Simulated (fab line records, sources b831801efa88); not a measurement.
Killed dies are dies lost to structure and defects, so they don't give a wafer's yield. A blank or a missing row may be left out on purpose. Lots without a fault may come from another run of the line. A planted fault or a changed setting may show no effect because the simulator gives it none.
Which tool did it? | flow gf180mcu | 11 lots, 33 wafers sampled, at 5 steps of a route of 602

WHAT THE GAUGES READ, wafer by wafer
GF_M1_RS_MEAS_05: measures by four-point-probe.
lot  | measured     | on            | M1_ALCU_RS (ohm/sq)
L618 | day 16 13:10 | film_metro-02 | 0.0680 0.0697 0.0692
L620 | day 17 07:00 | film_metro-02 | 0.0684 0.0684 0.0695
L622 | day 17 18:54 | film_metro-02 | 0.0704 0.0688 0.0696
L631 | day 21 18:20 | film_metro-02 | 0.0690 0.0699 0.0696
L632 | day 22 01:29 | film_metro-02 | 0.0701 0.0709 0.0709
L634 | day 22 10:35 | film_metro-03 | 0.0697 0.0701 0.0694
L635 | day 22 19:50 | film_metro-02 | 0.0699 0.0697 0.0687
L636 | day 23 00:36 | film_metro-04 | 0.0686 0.0692 0.0686
L637 | day 23 07:50 | film_metro-02 | 0.0705 0.0697 0.0693
L638 | day 23 17:10 | film_metro-02 | 0.0692 0.0694 0.0693
L640 | day 24 09:09 | film_metro-02 | 0.0689 0.0692 0.0690

GF_V1_BOW_MEAS_05.
lot  | measured     | on            | V1_BOW (um)
L618 | day 17 12:27 | film_metro-04 | 86 90 80
L620 | day 18 07:41 | film_metro-04 | 79 83 81
L622 | day 18 20:25 | film_metro-04 | 79 85 75
L634 | day 23 10:43 | film_metro-03 | 87 85 75
L635 | day 23 19:34 | film_metro-03 | 84 82 87
L636 | day 24 00:01 | film_metro-04 | 57 73 76
L637 | day 24 07:41 | film_metro-04 | 79 78 75
L638 | day 24 16:36 | film_metro-04 | 83 86 61
L640 | day 25 08:32 | film_metro-03 | 82 81 76

WHICH TOOL RAN EACH LOT (tool, then ch and the chambers of the sampled wafers, then the start)
lot  | GF_CONTACT_SPUTTER_22        | GF_M1_METAL_ETCH_16               | GF_M1_STRIP_17
L618 | pvd_sputter-03, day 16 12:12 | rie_metal-01 ch 0,1, day 17 11:11 | plasma_asher-01 ch 0,1, day 17 11:18
L620 | pvd_sputter-03, day 17 06:04 | rie_metal-03 ch 0,1, day 18 06:07 | plasma_asher-03 ch 0,1, day 18 06:14
L622 | pvd_sputter-01, day 17 17:59 | rie_metal-04 ch 0,1, day 18 19:11 | plasma_asher-03 ch 0,1, day 18 19:19
L631 | pvd_sputter-04, day 21 16:14 | rie_metal-01 ch 0,1, day 22 18:02 | plasma_asher-03 ch 0,1, day 22 18:10
L632 | pvd_sputter-03, day 22 00:33 | rie_metal-03 ch 0,1, day 23 01:08 | plasma_asher-01 ch 0,1, day 23 01:15
L634 | pvd_sputter-03, day 22 09:37 | rie_metal-04 ch 0,1, day 23 09:28 | plasma_asher-03 ch 0,1, day 23 09:35
L635 | pvd_sputter-01, day 22 18:55 | rie_metal-01 ch 0,1, day 23 18:17 | plasma_asher-04 ch 0,1, day 23 18:25
L636 | pvd_sputter-03, day 22 23:42 | rie_metal-03 ch 0,1, day 23 22:47 | plasma_asher-01 ch 0,1, day 23 22:55
L637 | pvd_sputter-04, day 23 06:55 | rie_metal-01 ch 0,1, day 24 06:26 | plasma_asher-04 ch 0,1, day 24 06:34
L638 | pvd_sputter-03, day 23 16:14 | rie_metal-03 ch 0,1, day 24 15:20 | plasma_asher-01 ch 1, day 24 15:28
L640 | pvd_sputter-04, day 24 08:11 | rie_metal-04 ch 0,1, day 25 07:17 | plasma_asher-01 ch 0,1, day 25 07:24
- GF_CONTACT_SPUTTER_22: material Ti, target thk 15 nm, time 80.02 s.
- GF_M1_METAL_ETCH_16: etches the open film in Cl2/BCl3, stops on SiO2, target depth 750.8 nm, time 125.1 s.
- GF_M1_STRIP_17: strips in O2/N2.

WHAT THE TOOLS THEMSELVES READ (means of the sampled wafers that have a number; where no wafer has one, the mark that the record gives instead)
GF_CONTACT_SPUTTER_22.
lot  | tool           | throttle_valve_pct (%)
L618 | pvd_sputter-03 | 29.6
L620 | pvd_sputter-03 | 29.0
L622 | pvd_sputter-01 | 29.9
L631 | pvd_sputter-04 | 28.3
L632 | pvd_sputter-03 | 29.4
L634 | pvd_sputter-03 | 29.0
L635 | pvd_sputter-01 | 29.8
L636 | pvd_sputter-03 | 27.7
L637 | pvd_sputter-04 | 28.1
L638 | pvd_sputter-03 | 29.7
L640 | pvd_sputter-04 | 28.5

GF_M1_METAL_ETCH_16.
lot  | tool         | bcl3_flow_sccm (sccm) | bias_w (W) | drypump_motor_current_A (A) | he_backside_leak_sccm (sccm) | oes_product_au (a.u.) | rf_fwd_power_W (W) | throttle_valve_pct (%)
L618 | rie_metal-01 | 40.02                 | 139.8      | 6.5                         | 3.5                          | 0.993                 | 795.8              | 28.228
L620 | rie_metal-03 | 40.11                 | 140.0      | 5.8                         | 3.2                          | 0.993                 | 797.6              | 28.228
L622 | rie_metal-04 | 39.94                 | 140.5      | 5.6                         | 3.3                          | 0.990                 | 798.6              | 28.221
L631 | rie_metal-01 | -                     | -          | -                           | -                            | -                     | -                  | -
L632 | rie_metal-03 | -                     | -          | -                           | -                            | -                     | -                  | -
L634 | rie_metal-04 | 40.01                 | 140.3      | 5.6                         | 3.2                          | 0.995                 | 798.8              | 28.234
L635 | rie_metal-01 | 40.07                 | 140.2      | 6.5                         | 3.5                          | 0.990                 | 796.2              | 28.227
L636 | rie_metal-03 | 39.95                 | 140.0      | 5.8                         | 3.5                          | 0.992                 | 795.5              | 28.228
L637 | rie_metal-01 | 40.04                 | 139.9      | 6.4                         | 3.4                          | 0.998                 | 797.7              | 28.219
L638 | rie_metal-03 | 40.12                 | 140.4      | 5.8                         | 3.3                          | 0.985                 | 795.5              | 28.238
L640 | rie_metal-04 | 40.03                 | 139.9      | 5.6                         | 3.4                          | 0.988                 | 798.4              | 28.236

GF_M1_STRIP_17.
lot  | tool            | drypump_motor_current_A (A) | heater_power_w (W) | o2_flow_sccm (sccm) | oes_product_au (a.u.) | strip_time_to_endpoint_s (s)
L618 | plasma_asher-01 | 5.3                         | 340                | 3007                | 0.539                 | 7.39
L620 | plasma_asher-03 | 5.2                         | 359                | 3002                | 0.532                 | 7.41
L622 | plasma_asher-03 | 5.2                         | 344                | 3000                | 0.533                 | 7.35
L631 | plasma_asher-03 | 5.2                         | 345                | 2996                | 0.661                 | 10.26
L632 | plasma_asher-01 | 5.3                         | 349                | 2996                | 0.663                 | 10.23
L634 | plasma_asher-03 | 5.2                         | 352                | 2992                | 0.542                 | 7.39
L635 | plasma_asher-04 | 6.3                         | 345                | 2987                | 0.536                 | 7.36
L636 | plasma_asher-01 | 5.3                         | 341                | 3005                | 0.537                 | 7.40
L637 | plasma_asher-04 | 6.3                         | 351                | 2999                | 0.535                 | 7.34
L638 | plasma_asher-01 | 5.3                         | 390                | 2999                | 0.540                 | 7.45
L640 | plasma_asher-01 | 5.3                         | 366                | 2992                | 0.537                 | 7.44

THE ANSWER, worked out from the rows above alone
Rule: what is usual is taken from the lots themselves. Put in order of their means at a reading, lots are off if they are a third of the lots or fewer, leave a main group of 4 or more, and stand apart from it by a gap of 3 or more times the standard deviation of the main group's means; of several such gaps the widest counts. A main group whose means are all the same, to the digits that the tables above print for the reading, isn't used. A lot without any number at a reading at which 4 lots or more have one is off too. The other lots that the step has rows for count as sound. The gauges are gone through in route order, then the tools' own readings, and for those a lot's mean is taken as printed above. The first step at which some lot is off is used, and at that step the reading that is off furthest; a lot without a number counts as furthest.
Off: L631, L632, at GF_M1_METAL_ETCH_16 (bcl3_flow_sccm). Without a number there: L631, L632. The main group: mean 40.03 sccm, standard deviation 0.059.
A tool fits if, at that step or a process step before it, it ran every lot that is off, and no sound lot after the first of them. None of those tried fits.

WHAT THE SIMULATOR HAD PUT IN
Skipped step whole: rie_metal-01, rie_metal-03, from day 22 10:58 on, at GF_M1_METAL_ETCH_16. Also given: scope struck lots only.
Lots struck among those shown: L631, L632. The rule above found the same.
